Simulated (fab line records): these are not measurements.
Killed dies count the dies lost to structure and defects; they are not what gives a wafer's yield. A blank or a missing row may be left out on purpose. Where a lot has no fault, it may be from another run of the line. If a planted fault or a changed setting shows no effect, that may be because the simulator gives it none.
Matching of chambers ; flow sky130 ; cmp-01 running SKY_FIELD_ISO_CMP_27: 4 sister chambers
The step polishes, stops on Si3N4, t overpolish 16 s, target thk 457.8 nm. 16 wafers are shown with their chamber, then 8 later ones without.

== WAFERS, EACH WITH ITS CHAMBER ==
wafer;chamber;motor current A (A);time to endpoint s (s);overpolish run s (s)
L218.1;0;13.0;114;16.004
L218.2;3;11.9;110;16.014
L218.5;2;10.4;109;16.000
L222.1;3;11.9;110;15.984
L222.2;0;13.7;112;15.999
L222.3;1;12.5;114;15.987
L227.1;1;12.3;115;15.997
L227.2;3;11.6;109;16.010
L227.6;2;10.3;108;15.983
L229.1;3;11.7;108;16.000
L229.3;0;13.2;108;16.007
L229.4;1;12.7;107;16.016
L230.3;2;10.3;111;16.008
L230.4;0;14.3;110;16.014
L230.6;0;14.3;114;15.987
L234.2;1;12.9;106;15.997

SIGNATURES (means of the wafers above)
reading;chamber 0;chamber 1;chamber 2;chamber 3;scatter within a chamber
motor current A;13.700;12.600;10.333;11.775;0.38
time to endpoint s;111.60;110.50;109.33;109.25;2.88
overpolish run s;16.00220;15.99925;15.99700;16.00200;0.0119
Rule: a wafer lies at a distance from a chamber equal to the root of the sum of squares, over the readings, of (its reading less the chamber's mean, divided by the reading's scatter). If the next closest chamber is less than 2 further off than the closest, the wafer can't be placed; otherwise it belongs to the closest. How the scatter is found: for the shown wafers, subtract from each reading the mean of its chamber, square and add these, divide the total by (wafers less chambers), then take the root.

== WAFERS WITH NO CHAMBER GIVEN ==
wafer;motor current A (A);time to endpoint s (s);overpolish run s (s)
L234.5;13.6;108;15.984
L234.6;12.5;108;15.991
L238.1;11.1;103;16.015
L238.3;14.0;108;15.991
L238.6;12.1;104;16.014
L240.1;10.2;107;16.001
L240.4;11.8;107;15.997
L240.6;10.7;104;16.010

== THE CHAMBER EACH PASSED THROUGH ==
wafer;from the rows above;in truth
L234.5;can't be placed: 0 or 1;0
L234.6;can't be placed: 1 or 3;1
L238.1;can't be placed: 3 or 2 or 1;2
L238.3;0;0
L238.6;can't be placed: 3 or 1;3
L240.1;2;2
L240.4;can't be placed: 3 or 1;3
L240.6;can't be placed: 2 or 3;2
Placed correctly: 2 of 8. From these rows, 6 cannot be placed; in 6 the true chamber is one of the candidates. 0 placed wrongly.
